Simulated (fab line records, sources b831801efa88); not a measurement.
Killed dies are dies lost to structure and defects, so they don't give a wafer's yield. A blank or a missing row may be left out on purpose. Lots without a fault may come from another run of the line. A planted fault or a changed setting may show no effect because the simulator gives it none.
Which tool did it? | flow gf180mcu | 12 lots, 36 wafers sampled, at 5 steps of a route of 602

WHAT THE GAUGES READ, wafer by wafer
GF_V4_OVL_MEAS_15. Usual: V4_OVL 0 nm, standard deviation 5.2.
lot  | measured     | on         | V4_OVL (nm) | flag
L215 | day 24 23:55 | overlay-02 | -1 -6 4     |
L217 | day 25 02:59 | overlay-01 | 4 2 2       |
L218 | day 25 18:42 | overlay-02 | 5 -3 -2     |
L220 | day 26 21:12 | overlay-01 | 8 0 -1      |
L222 | day 27 01:28 | overlay-02 | -10 -6 -5   |
L224 | day 27 16:49 | overlay-01 | 3 0 0       |
L225 | day 27 21:43 | overlay-01 | -4 -9 -2    |
L227 | day 28 18:13 | overlay-01 | 4 -4 -6     |
L228 | day 28 19:56 | overlay-02 | 8 -1 6      |
L232 | day 29 19:49 | overlay-01 | 0 3 15      |
L233 | day 30 10:07 | overlay-02 | -8 1 1      |
L235 | day 30 15:21 | overlay-02 | 2 -6 4      |

GF_TOP_METAL_CD_MEAS_14: target cd 440 nm. Usual: cd_nm 439.7 nm, standard deviation 2.
lot  | measured     | on        | cd_nm (nm)        | flag
L215 | day 28 15:41 | cd_sem-02 | 441.0 441.2 439.1 |
L217 | day 28 17:36 | cd_sem-01 | 437.9 439.4 437.6 |
L218 | day 29 07:56 | cd_sem-01 | 439.2 436.8 439.2 |
L220 | day 30 08:26 | cd_sem-01 | 433.8 434.5 434.9 |
L222 | day 30 12:22 | cd_sem-02 | 441.4 440.4 440.7 |
L224 | day 31 01:40 | cd_sem-01 | 438.4 437.3 437.8 |
L225 | day 31 06:35 | cd_sem-01 | 437.5 439.4 440.4 |
L227 | day 31 23:27 | cd_sem-01 | 442.0 439.2 442.3 |
L228 | day 32 02:44 | cd_sem-01 | 440.2 440.6 439.7 |
L232 | day 32 23:29 | cd_sem-02 | 461.9 463.4 462.2 | OFF
L233 | day 33 10:37 | cd_sem-01 | 460.9 464.4 463.1 | OFF
L235 | day 33 15:08 | cd_sem-01 | 439.9 440.4 439.1 |

GF_TOP_METAL_OVL_MEAS_15. Usual: TOP_METAL_OVL -0.9 nm, standard deviation 1.3.
lot  | measured     | on         | TOP_METAL_OVL (nm) | flag
L215 | day 28 15:49 | overlay-02 | -0.3 -1.2 -1.6     |
L217 | day 28 17:42 | overlay-02 | -1.5 -1.3 -0.4     |
L218 | day 29 08:04 | overlay-02 | -1.8 -0.4 -0.7     |
L220 | day 30 08:34 | overlay-01 | -0.2 0.6 -0.5      |
L222 | day 30 12:29 | overlay-01 | -2.3 -0.9 -2.6     |
L224 | day 31 01:45 | overlay-01 | -2.1 -1.5 -2.4     |
L225 | day 31 06:42 | overlay-01 | -0.2 0.7 0.8       |
L227 | day 31 23:33 | overlay-01 | -0.8 -0.6 -1.4     |
L228 | day 32 02:52 | overlay-01 | -1.0 -0.5 -0.2     |
L232 | day 32 23:34 | overlay-02 | -0.4 -1.4 -2.4     |
L233 | day 33 10:43 | overlay-01 | 0.5 -1.3 -1.1      |
L235 | day 33 15:14 | overlay-01 | -1.2 -0.8 -2.2     |

WHICH TOOL RAN EACH LOT (tool, then ch and the chambers of the sampled wafers, then the start)
lot  | GF_V4_CVD_23                  | GF_TOP_METAL_COAT_09
L215 | cvd_w-02 ch 0,1, day 25 00:43 | litho_track-03 ch 0, day 28 05:01
L217 | cvd_w-02 ch 0,1, day 25 03:47 | litho_track-04 ch 0, day 28 07:18
L218 | cvd_w-01 ch 0,1, day 25 19:50 | litho_track-01 ch 0, day 28 22:14
L220 | cvd_w-02 ch 0,1, day 26 21:59 | litho_track-01 ch 0, day 29 22:32
L222 | cvd_w-02 ch 0,1, day 27 02:16 | litho_track-03 ch 0, day 30 02:52
L224 | cvd_w-02 ch 0,1, day 27 17:38 | litho_track-01 ch 0, day 30 16:31
L225 | cvd_w-02 ch 0,1, day 27 22:32 | litho_track-01 ch 0, day 30 20:44
L227 | cvd_w-02 ch 0,1, day 28 19:01 | litho_track-01 ch 0, day 31 14:43
L228 | cvd_w-01 ch 0,1, day 28 20:44 | litho_track-04 ch 0, day 31 17:38
L232 | cvd_w-02 ch 0,1, day 29 20:41 | litho_track-04 ch 0, day 32 14:46
L233 | cvd_w-02 ch 0,1, day 30 10:55 | litho_track-04 ch 0, day 33 03:09
L235 | cvd_w-02 ch 0,1, day 30 16:08 | litho_track-03 ch 0, day 33 06:50
- GF_V4_CVD_23: deposits W, target thk 350 nm, time 104.9 s.
- GF_TOP_METAL_COAT_09: resist thk 1500 nm.

WHAT THE TOOLS THEMSELVES READ (means of the sampled wafers that have a number; where no wafer has one, the mark that the record gives instead)
GF_V4_CVD_23. Usual: heater_power_w 924 W, standard deviation 59.
lot  | tool     | heater_power_w (W) | flag
L215 | cvd_w-02 | 950                |
L217 | cvd_w-02 | 891                |
L218 | cvd_w-01 | 906                |
L220 | cvd_w-02 | 949                |
L222 | cvd_w-02 | 906                |
L224 | cvd_w-02 | 942                |
L225 | cvd_w-02 | 936                |
L227 | cvd_w-02 | 899                |
L228 | cvd_w-01 | 908                |
L232 | cvd_w-02 | 907                |
L233 | cvd_w-02 | 917                |
L235 | cvd_w-02 | 917                |

GF_TOP_METAL_COAT_09. Usual: chill_plate_temp_C 22.99 C, standard deviation 0.091; dispense_pressure_kPa 50.2 kPa, standard deviation 2.4.
lot  | tool           | chill_plate_temp_C (C) | dispense_pressure_kPa (kPa) | flag
L215 | litho_track-03 | 23.00                  | 48.9                        |
L217 | litho_track-04 | 22.99                  | 48.2                        |
L218 | litho_track-01 | 22.96                  | 53.6                        |
L220 | litho_track-01 | 22.95                  | 53.6                        |
L222 | litho_track-03 | 23.03                  | 48.9                        |
L224 | litho_track-01 | 22.96                  | 53.5                        |
L225 | litho_track-01 | 22.95                  | 53.6                        |
L227 | litho_track-01 | 22.97                  | 53.6                        |
L228 | litho_track-04 | 23.14                  | 48.2                        |
L232 | litho_track-04 | 23.02                  | 48.2                        |
L233 | litho_track-04 | 22.98                  | 48.2                        |
L235 | litho_track-03 | 23.01                  | 48.9                        |

THE ANSWER, worked out from the rows above alone
Rule: a lot is off if the mean of its wafers that have a number lies more than 3 standard deviations from the usual mean. A lot without any number at a reading at which 4 lots or more have one is off too. The other lots that the step has rows for count as sound. The gauges are gone through in route order, then the tools' own readings, and for those a lot's mean is taken as printed above. The first step at which some lot is off is used, and at that step the reading that is off furthest; a lot without a number counts as furthest.
Off: L232, L233, at GF_TOP_METAL_CD_MEAS_14 (cd_nm).
A tool fits if, at a process step before that reading, it ran every lot that is off, and no sound lot after the first of them. The gauges at GF_TOP_METAL_CD_MEAS_14 are tried like those tools. One fits: litho_track-04 at GF_TOP_METAL_COAT_09. Its last sound lot is L228 (day 31 17:38), its first lot that is off L232 (day 32 14:46): a fault that began between those two fits.

WHAT THE SIMULATOR HAD PUT IN
Process parameter drift: litho_track-04, from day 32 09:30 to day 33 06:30, at GF_TOP_METAL_COAT_09. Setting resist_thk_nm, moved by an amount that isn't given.
Lots struck among those shown: L232, L233. The rule above found the same.
